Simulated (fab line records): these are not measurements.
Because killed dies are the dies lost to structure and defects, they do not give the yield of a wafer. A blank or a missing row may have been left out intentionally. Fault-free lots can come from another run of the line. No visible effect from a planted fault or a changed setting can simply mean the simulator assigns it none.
fab line records -- flow gf180mcu
record: lots: 6, wafers: 18, last-day: 34
route steps=602 shown CONTACT@314 M1@315
lots that met no fault: taken from a fault-free run of the same line
start-h: start of the lot's first displayed wafer, in hours after the record's first day -- wait-h: hours elapsed since this lot's preceding step -- " same as the row above -- L1.1+2: several wafers, shown together as one row -- - no value, or no start was given -- * or withheld: withheld -- < > ~ a bound
route shown NAME@n: a module of which the file shows steps, and the number in the route of the first -- usual: the fault-free wafers' mean and standard deviation -- same: alike in all rows -- chamber/n: place in a boat -- sites: the reading at each site -- _std_site: standard deviation across them -- _edge_site: mean of outer sites minus mean of inner sites -- radius-mm: for every site, how far away it sits from the centre of the wafer -- mask NAME#n: copy n -- behind: the most recent tool/chamber to have shaped the wafer -- hold: cause of the lot's hold/its duration in hours/its outcome -- device: which transistor (n, p or np) failed to switch -- end of line: the route-end tests of the same wafers -- for a step that has no rows: nothing shown but its recipe -- killed: dies lost to structure and defects at the first sort, not the wafer's yield -- map: the dies of a wafer, with x for killed, . for not killed, _ for no die there
set.NAME: setting as actually run; set.NAME@STEP: the setting as run at that earlier step -- model.NAME: the simulator's own value behind a step, which no gauge read
lots at selected steps of the route; one table per step, one row per wafer
services: a tool's chamber out of use, with start hour (start-h, from the record's first day; less than 0 if before it), hours out, and reason
== steps ==
step: GF_CONTACT_CMP_27
recipe: stop-on: SiO2, down-force-psi: 3.5, platen-rpm: 60, t-overpolish-s: 15, target-thk-nm: 0, pad-velocity-m-s: 0.94248
step: GF_M1_SPUTTER_00
recipe: material: Ti, target-thk-nm: 37.5, arriving-ion-energy-ev: 80, substrate-temp-c: 200, chamber-pressure-pa: 2, power-w: 4000, time-s: 150
usual: throttle-valve-pct: 30.3/0.92
lot.wafer,tool,chamber,start-h,wait-h,throttle-valve-pct
L809.2,pvd-sputter-01,-,441.85,0.2,31.2
L809.4,pvd-sputter-01,-,441.85,0.2,29.2
L809.5,pvd-sputter-01,-,441.85,0.2,30.6
L810.1,pvd-sputter-01,-,448.37,0.1,29.3
L810.4,pvd-sputter-01,-,448.37,0.1,31.6
L810.5,pvd-sputter-01,-,448.37,0.1,29.0
L816.1,pvd-sputter-02,-,500.10,0.1,29.4
L816.2,pvd-sputter-02,-,500.10,0.1,29.9
L816.5,pvd-sputter-02,-,500.10,0.1,31.5
L818.1,pvd-sputter-01,-,513.85,0.2,31.5
L818.2,pvd-sputter-01,-,513.85,0.2,31.2
L818.4,pvd-sputter-01,-,513.85,0.2,29.4
L822.2,pvd-sputter-02,-,544.00,0.2,29.4
L822.3,pvd-sputter-02,-,544.00,0.2,31.6
L822.6,pvd-sputter-02,-,544.00,0.2,29.5
L823.1,pvd-sputter-01,-,552.71,0.2,29.4
L823.3,pvd-sputter-01,-,552.71,0.2,30.9
L823.6,pvd-sputter-01,-,552.71,0.2,30.9
step: GF_M1_SPUTTER_01
recipe: material: TiN, target-thk-nm: 30, power-w: 6500, time-s: 25, chamber-pressure-pa: 0.4
usual: throttle-valve-pct: 30.3/0.91
lot.wafer,tool,chamber,start-h,wait-h,throttle-valve-pct
L809.2,pvd-sputter-01,-,441.95,0.1,30.9
L809.4,pvd-sputter-01,-,441.95,0.1,29.3
L809.5,pvd-sputter-01,-,441.95,0.1,31.0
L810.1,pvd-sputter-01,-,448.47,0.1,29.3
L810.4,pvd-sputter-01,-,448.47,0.1,31.5
L810.5,pvd-sputter-01,-,448.47,0.1,29.3
L816.1,pvd-sputter-02,-,500.20,0.1,29.6
L816.2,pvd-sputter-02,-,500.20,0.1,29.7
L816.5,pvd-sputter-02,-,500.20,0.1,31.5
L818.1,pvd-sputter-01,-,513.95,0.1,31.6
L818.2,pvd-sputter-01,-,513.95,0.1,30.9
L818.4,pvd-sputter-01,-,513.95,0.1,29.2
L822.2,pvd-sputter-02,-,544.10,0.1,29.7
L822.3,pvd-sputter-02,-,544.10,0.1,31.7
L822.6,pvd-sputter-02,-,544.10,0.1,29.6
L823.1,pvd-sputter-01,-,552.81,0.1,29.1
L823.3,pvd-sputter-01,-,552.81,0.1,31.2
L823.6,pvd-sputter-01,-,552.81,0.1,30.7
step: GF_M1_SPUTTER_02
recipe: material: AlCu, target-thk-nm: 450, power-w: 10600, time-s: 23.9, chamber-pressure-pa: 0.4
step: GF_M1_SPUTTER_03
recipe: material: Ti, target-thk-nm: 10, substrate-temp-c: 300, chamber-pressure-pa: 0.3, power-w: 3000, time-s: 6.7
usual: throttle-valve-pct: 30.3/0.9
lot.wafer,tool,chamber,start-h,wait-h,throttle-valve-pct
L809.2,pvd-sputter-01,-,442.01,0.0,31.3
L809.4,pvd-sputter-01,-,442.01,0.0,29.3
L809.5,pvd-sputter-01,-,442.01,0.0,30.9
L810.1,pvd-sputter-01,-,448.53,0.0,29.2
L810.4,pvd-sputter-01,-,448.53,0.0,31.3
L810.5,pvd-sputter-01,-,448.53,0.0,29.4
L816.1,pvd-sputter-02,-,500.26,0.0,29.6
L816.2,pvd-sputter-02,-,500.26,0.0,29.8
L816.5,pvd-sputter-02,-,500.26,0.0,31.5
L818.1,pvd-sputter-01,-,514.01,0.0,31.5
L818.2,pvd-sputter-01,-,514.01,0.0,31.2
L818.4,pvd-sputter-01,-,514.01,0.0,29.3
L822.2,pvd-sputter-02,-,544.16,0.0,29.8
L822.3,pvd-sputter-02,-,544.16,0.0,31.3
L822.6,pvd-sputter-02,-,544.16,0.0,29.5
L823.1,pvd-sputter-01,-,552.87,0.0,29.1
L823.3,pvd-sputter-01,-,552.87,0.0,31.1
L823.6,pvd-sputter-01,-,552.87,0.0,31.1
step: GF_M1_SPUTTER_04
recipe: material: TiN, target-thk-nm: 50, power-w: 6500, time-s: 41.7, chamber-pressure-pa: 0.4
usual: throttle-valve-pct: 30.3/0.94
lot.wafer,tool,chamber,start-h,wait-h,throttle-valve-pct
L809.2,pvd-sputter-01,-,442.03,0.0,30.5
L809.4,pvd-sputter-01,-,442.03,0.0,29.3
L809.5,pvd-sputter-01,-,442.03,0.0,31.0
L810.1,pvd-sputter-01,-,448.55,0.0,29.1
L810.4,pvd-sputter-01,-,448.55,0.0,31.7
L810.5,pvd-sputter-01,-,448.55,0.0,29.3
L816.1,pvd-sputter-02,-,500.28,0.0,29.6
L816.2,pvd-sputter-02,-,500.28,0.0,29.8
L816.5,pvd-sputter-02,-,500.28,0.0,31.6
L818.1,pvd-sputter-01,-,514.03,0.0,31.8
L818.2,pvd-sputter-01,-,514.03,0.0,31.2
L818.4,pvd-sputter-01,-,514.03,0.0,29.4
L822.2,pvd-sputter-02,-,544.18,0.0,29.8
L822.3,pvd-sputter-02,-,544.18,0.0,31.6
L822.6,pvd-sputter-02,-,544.18,0.0,29.5
L823.1,pvd-sputter-01,-,552.89,0.0,29.3
L823.3,pvd-sputter-01,-,552.89,0.0,30.9
L823.6,pvd-sputter-01,-,552.89,0.0,31.1
step: GF_M1_RS_MEAS_05
recipe: thk-meas-gauge: four-point-probe, reads: TiN_of_M1_SPUTTER_04+Ti_of_M1_SPUTTER_03+AlCu_of_M1_SPUTTER_02+TiN_of_M1_SPUTTER_01+Ti_of_M1_SPUTTER_00
usual: M1_ALCU_RS: 0.0696/0.00066
lot.wafer,tool,chamber,start-h,wait-h,M1_ALCU_RS[ohm/sq]
L809.2,film-metro-04,-,442.10,0.1,0.0700
L809.4,film-metro-04,-,442.10,0.1,0.0697
L809.5,film-metro-04,-,442.10,0.1,0.0696
L810.1,film-metro-04,-,448.59,0.0,0.0701
L810.4,film-metro-04,-,448.59,0.0,0.0694
L810.5,film-metro-04,-,448.59,0.0,0.0703
L816.1,film-metro-04,-,500.32,0.0,0.0703
L816.2,film-metro-04,-,500.32,0.0,0.0700
L816.5,film-metro-04,-,500.32,0.0,0.0707
L818.1,film-metro-01,-,514.07,0.0,0.0695
L818.2,film-metro-01,-,514.07,0.0,0.0695
L818.4,film-metro-01,-,514.07,0.0,0.0693
L822.2,film-metro-04,-,544.24,0.0,0.0691
L822.3,film-metro-04,-,544.24,0.0,0.0698
L822.6,film-metro-04,-,544.24,0.0,0.0691
L823.1,film-metro-01,-,552.93,0.0,0.0684
L823.3,film-metro-01,-,552.93,0.0,0.0684
L823.6,film-metro-01,-,552.93,0.0,0.0687
step: GF_M1_THK_MEAS_06
recipe: thk-meas-gauge: xrf, reads: AlCu_of_M1_SPUTTER_02
usual: M1_ALCU_THK: 448/4.2
lot.wafer,tool,chamber,start-h,wait-h,M1_ALCU_THK[nm]
L809.2,film-metro-04,-,442.21,0.1,451
L809.4,film-metro-04,-,442.21,0.1,452
L809.5,film-metro-04,-,442.21,0.1,449
L810.1,film-metro-04,-,448.71,0.1,449
L810.4,film-metro-04,-,448.71,0.1,455
L810.5,film-metro-04,-,448.71,0.1,449
L816.1,film-metro-04,-,500.44,0.1,445
L816.2,film-metro-04,-,500.44,0.1,449
L816.5,film-metro-04,-,500.44,0.1,443
L818.1,film-metro-01,-,514.19,0.1,447
L818.2,film-metro-01,-,514.19,0.1,444
L818.4,film-metro-01,-,514.19,0.1,446
L822.2,film-metro-04,-,544.35,0.1,450
L822.3,film-metro-04,-,544.35,0.1,449
L822.6,film-metro-04,-,544.35,0.1,453
L823.1,film-metro-01,-,553.05,0.1,451
L823.3,film-metro-01,-,553.05,0.1,456
L823.6,film-metro-01,-,553.05,0.1,450
step: GF_M1_DEHYDRATE_07
recipe: temp-c: 200, time-s: 60
step: GF_M1_HMDS_08
recipe: prime-time-s: 60, prime-temp-c: 120
step: GF_M1_COAT_09
recipe: resist: KrF, spin-rpm: withheld, resist-thk-nm: 1000
step: GF_M1_SOFTBAKE_10
recipe: temp-c: 130, time-s: 60, resist: KrF
step: GF_M1_EXPOSE_11
recipe: mask-id: Metal1, target-cd-nm: 230, na: 0.68, source-shape: conventional, sigma-outer: 0.6, dose-mj: 28
lot.wafer,tool,chamber,start-h,wait-h,mask
L809.2+4+5,krf-scanner-02,0,454.20,-,Metal1#0
L810.1+4+5,krf-scanner-02,0,460.67,-,Metal1#0
L816.1+2+5,krf-scanner-02,0,512.74,-,Metal1#0
L818.1+2+4,krf-scanner-01,0,525.88,-,Metal1#0
L822.2+3+6,krf-scanner-01,0,555.21,-,Metal1#0
L823.1+3+6,krf-scanner-01,0,564.75,-,Metal1#0
step: GF_M1_PEB_12
recipe: peb-temp-c: 135, peb-time-s: 90, resist: KrF
step: GF_M1_DEVELOP_13
recipe: develop-time-s: 60, dev-temp-c: 21
step: GF_M1_CD_MEAS_14
recipe: target-cd-nm: 230
usual: cd-nm: 229.5/0.99
lot.wafer,tool,chamber,start-h,wait-h,cd-nm
L809.2,cd-sem-02,-,466.32,0.1,229.4
L809.4,cd-sem-02,-,466.32,0.1,179.7
L809.5,cd-sem-02,-,466.32,0.1,179.4
L810.1,cd-sem-01,-,472.47,0.1,179.2
L810.4,cd-sem-01,-,472.47,0.1,180.1
L810.5,cd-sem-01,-,472.47,0.1,178.7
L816.1,cd-sem-01,-,523.90,0.1,229.5
L816.2,cd-sem-01,-,523.90,0.1,229.7
L816.5,cd-sem-01,-,523.90,0.1,229.9
L818.1,cd-sem-02,-,537.75,0.1,229.9
L818.2,cd-sem-02,-,537.75,0.1,229.8
L818.4,cd-sem-02,-,537.75,0.1,229.8
L822.2,cd-sem-02,-,566.47,0.1,230.0
L822.3,cd-sem-02,-,566.47,0.1,230.1
L822.6,cd-sem-02,-,566.47,0.1,229.8
L823.1,cd-sem-01,-,575.12,0.1,229.1
L823.3,cd-sem-01,-,575.12,0.1,227.6
L823.6,cd-sem-01,-,575.12,0.1,228.8
step: GF_M1_OVL_MEAS_15
usual: M1_OVL: 3/5.6
lot.wafer,tool,chamber,start-h,wait-h,M1_OVL[nm]
L809.2,overlay-02,-,466.43,0.1,12
L809.4,overlay-02,-,466.43,0.1,9
L809.5,overlay-02,-,466.43,0.1,6
L810.1,overlay-01,-,472.59,0.1,5
L810.4,overlay-01,-,472.59,0.1,8
L810.5,overlay-01,-,472.59,0.1,4
L816.1,overlay-01,-,524.02,0.1,1
L816.2,overlay-01,-,524.02,0.1,0
L816.5,overlay-01,-,524.02,0.1,2
L818.1,overlay-01,-,537.87,0.1,-6
L818.2,overlay-01,-,537.87,0.1,-4
L818.4,overlay-01,-,537.87,0.1,-7
L822.2,overlay-01,-,566.58,0.1,4
L822.3,overlay-01,-,566.58,0.1,9
L822.6,overlay-01,-,566.58,0.1,11
L823.1,overlay-01,-,575.24,0.1,0
L823.3,overlay-01,-,575.24,0.1,-1
L823.6,overlay-01,-,575.24,0.1,5
step: GF_M1_METAL_ETCH_16
recipe: chemistry: Cl2/BCl3, mask-material: KrF, target-depth-nm: 627.5, stop-on: SiO2, pressure-mtorr: 8, icp-w: 800, bias-w: 140, Cl2_flow_sccm: 80, bcl3-flow-sccm: 40, time-s: 104.6
usual: bias-w: 140.0/0.38, drypump-motor-current-A: 5.8/0.66, oes-product-au: 0.972/0.0057, throttle-valve-pct: 28.251/0.0094
lot.wafer,tool,chamber,start-h,wait-h,bias-w,drypump-motor-current-A,oes-product-au,rf-hours-counter-h,throttle-valve-pct,model.M1.cd-nm
L809.2,rie-metal-04,0,466.49,0.1,140.0,5.9,0.968,-,28.264,229.9
L809.4,rie-metal-04,0,466.49,0.1,140.3,5.8,0.965,-,28.251,178.3
L809.5,rie-metal-04,0,466.49,0.1,140.4,5.9,0.979,-,28.267,178.6
L810.1,rie-metal-04,1,472.63,0.0,140.8,6.7,0.971,0,28.254,183.1
L810.4,rie-metal-04,1,472.63,0.0,140.0,6.7,0.975,-,28.256,183.8
L810.5,rie-metal-04,1,472.63,0.0,140.1,6.7,0.966,-,28.243,182.9
L816.1,rie-metal-03,0,524.06,0.0,139.6,4.8,0.956,7,28.246,227.6
L816.2,rie-metal-03,1,524.06,0.0,139.8,5.2,0.966,4,28.264,225.9
L816.5,rie-metal-03,0,524.06,0.0,139.9,4.8,0.966,-,28.241,226.2
L818.1,rie-metal-01,0,537.91,0.0,139.2,5.5,0.969,7,28.249,229.1
L818.2,rie-metal-01,1,537.91,0.0,140.3,5.1,0.972,2,28.256,225.6
L818.4,rie-metal-01,1,537.91,0.0,140.2,5.1,0.972,-,28.242,225.2
L822.2,rie-metal-01,1,566.61,0.0,140.0,5.2,0.977,3,28.244,226
L822.3,rie-metal-01,0,566.61,0.0,139.6,5.5,0.969,-,28.239,229.5
L822.6,rie-metal-01,1,566.61,0.0,140.1,5.1,0.976,-,28.243,225.7
L823.1,rie-metal-01,0,575.27,0.0,140.1,5.5,0.965,8,28.252,227.9
L823.3,rie-metal-01,1,575.27,0.0,139.7,5.1,0.974,-,28.253,225.4
L823.6,rie-metal-01,0,575.27,0.0,140.8,5.5,0.978,-,28.241,228.3
step: GF_M1_STRIP_17
recipe: chemistry: O2/N2, power-w: 1400, pressure-mtorr: 1500, platen-temp-c: 250, o2-flow-sccm: 3000, n2-flow-sccm: 300, overash-fraction: 0.5
usual: drypump-motor-current-A: 5.4/0.47, heater-power-w: 343/24, oes-product-au: 0.556/0.0053, strip-time-to-endpoint-s: 7.85/0.036
lot.wafer,tool,chamber,start-h,wait-h,drypump-motor-current-A,heater-power-w,oes-product-au,rf-hours-counter-h,strip-time-to-endpoint-s
L809.2,plasma-asher-04,1,466.68,0.1,4.9,324,0.555,67,7.80
L809.4,plasma-asher-04,0,466.68,0.1,5.6,342,0.556,-,7.84
L809.5,plasma-asher-04,0,466.68,0.1,5.6,352,0.560,-,7.84
L810.1,plasma-asher-04,0,472.85,0.2,5.6,338,0.562,68,7.87
L810.4,plasma-asher-04,0,472.85,0.2,5.6,344,0.560,-,7.87
L810.5,plasma-asher-04,0,472.85,0.2,5.6,338,0.561,-,7.88
L816.1,plasma-asher-04,1,524.17,0.1,4.9,316,0.558,73,7.86
L816.2,plasma-asher-04,0,524.17,0.1,5.6,339,0.565,73,7.87
L816.5,plasma-asher-04,1,524.17,0.1,4.9,321,0.567,-,7.84
L818.1,plasma-asher-04,1,538.02,0.1,4.8,323,0.571,74,7.91
L818.2,plasma-asher-04,0,538.02,0.1,5.6,337,0.552,74,7.88
L818.4,plasma-asher-04,1,538.02,0.1,4.8,311,0.552,-,7.87
L822.2,plasma-asher-04,0,566.72,0.1,5.6,336,0.559,77,7.87
L822.3,plasma-asher-04,0,566.72,0.1,5.6,338,0.556,-,7.94
L822.6,plasma-asher-04,0,566.72,0.1,5.6,340,0.565,-,7.86
L823.1,plasma-asher-04,1,575.39,0.1,4.8,323,0.552,78,7.89
L823.3,plasma-asher-04,0,575.39,0.1,5.6,344,0.561,-,7.88
L823.6,plasma-asher-04,1,575.39,0.1,4.8,325,0.556,-,7.88
== services ==
tool,chamber,start-h,hours,kind
pvd-sputter-01,-,423.79,14.8,repair
rie-metal-01,1,424.21,-,clean
rie-metal-01,1,424.21,21.7,scheduled-down
rie-metal-01,1,424.21,21.7,vent-cycle
rie-metal-04,-,432.63,0.9,repair
pvd-sputter-02,-,433.17,1.2,repair
rie-metal-04,1,446.51,4.1,repair
krf-scanner-01,-,449.01,0.8,pm
krf-scanner-01,-,453.54,1.3,pm
krf-scanner-01,-,455.67,0.2,repair
pvd-sputter-01,-,459.41,4.9,repair
krf-scanner-01,-,484.12,1.0,pm
krf-scanner-02,-,493.33,1.0,pm
pvd-sputter-01,-,514.62,1.9,repair
krf-scanner-02,-,524.57,4.4,pm
krf-scanner-02,-,539.87,2.0,repair
pvd-sputter-02,-,540.59,3.0,repair
krf-scanner-02,-,555.59,1.3,pm
pvd-sputter-02,3,571.67,-,consumable-replace:kit
pvd-sputter-02,3,571.67,18.0,scheduled-down
pvd-sputter-02,3,571.67,18.0,vent-cycle
pvd-sputter-01,2,571.86,-,consumable-replace:kit
pvd-sputter-01,2,571.86,18.0,scheduled-down
pvd-sputter-01,2,571.86,18.0,vent-cycle
== key ==
first-sign: step: GF_M1_CD_MEAS_14, reading: cd-nm, direction: down, sigmas: 51, usual: 229.5, struck: 179.4
effect none on later readings
model-effect: step: GF_M1_METAL_ETCH_16, value: M1.cd-nm, without: 231.3, struck: 181.3
met-at GF_M1_EXPOSE_11
struck-wafers L809.4,L809.5,L810.1,L810.4,L810.5
later-rows-left-out L809.4,L809.5,L810.1,L810.4,L810.5
sort-left-out L809.4,L809.5,L810.1,L810.4,L810.5
fault: kind: process-parameter-drift, tool: krf-scanner-02, chamber: -, onset-h: 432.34, steps: GF_M1_EXPOSE_11, channel: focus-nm, offset: 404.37, shape: step, end-h: 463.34, scope: struck-wafers-only
sort-left-out: the simulated sort isn't trusted on such a fault, so these wafers' sort isn't shown, and their yield isn't known
later-rows-left-out: the simulator's readings of these wafers behind a module that went badly wrong aren't trusted and aren't shown, but for the sort
